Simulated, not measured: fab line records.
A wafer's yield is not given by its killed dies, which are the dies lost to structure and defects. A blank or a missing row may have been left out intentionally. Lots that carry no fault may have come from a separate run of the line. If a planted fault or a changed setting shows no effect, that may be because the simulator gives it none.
Matching of chambers / flow gf180mcu / 4 sister chambers for GF_V5_CMP_04 on cmp-01
The step polishes SiO2. 4 wafers are shown with their chamber, then 7 later ones without.

WAFERS, EACH WITH ITS CHAMBER
wafer=L881.2; chamber=0; motorCurrentA (A)=9.7
wafer=L881.6; chamber=3; motorCurrentA (A)=12.5
wafer=L882.3; chamber=2; motorCurrentA (A)=12.3
wafer=L882.5; chamber=1; motorCurrentA (A)=13.2

WAFERS WITHOUT THEIR CHAMBER
wafer=L882.6; motorCurrentA (A)=11.6
wafer=L885.1; motorCurrentA (A)=11.9
wafer=L885.3; motorCurrentA (A)=13.2
wafer=L885.5; motorCurrentA (A)=12.6
wafer=L886.2; motorCurrentA (A)=13.0
wafer=L886.4; motorCurrentA (A)=11.5
wafer=L886.5; motorCurrentA (A)=14.1

WHICH CHAMBER EACH WENT THROUGH
wafer=L882.6; from the rows above=can't be placed: 2 or 3 or 1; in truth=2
wafer=L885.1; from the rows above=can't be placed: 2 or 3 or 1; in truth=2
wafer=L885.3; from the rows above=can't be placed: 1 or 3 or 2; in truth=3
wafer=L885.5; from the rows above=can't be placed: 3 or 2 or 1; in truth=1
wafer=L886.2; from the rows above=can't be placed: 1 or 3 or 2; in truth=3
wafer=L886.4; from the rows above=can't be placed: 2 or 3 or 1 or 0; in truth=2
wafer=L886.5; from the rows above=can't be placed: 1 or 3 or 2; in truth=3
0 of 7 placed correctly. Not placeable from these rows: 7 (in 7, the candidates include the true chamber). Placed wrongly: 0.
How it was worked out, from the rows above alone: a wafer's distance from a chamber is the root of the sum, over the readings, of the square of ((its reading less the chamber's mean) divided by the reading's scatter). If the next closest chamber is less than 2 further off than the closest, the wafer can't be placed; otherwise it belongs to the closest. The mean given for a chamber averages the wafers shown for that chamber. The scatter: with one shown wafer a chamber, the root of the mean of the squares of how far each hidden wafer lies from its nearest shown one.
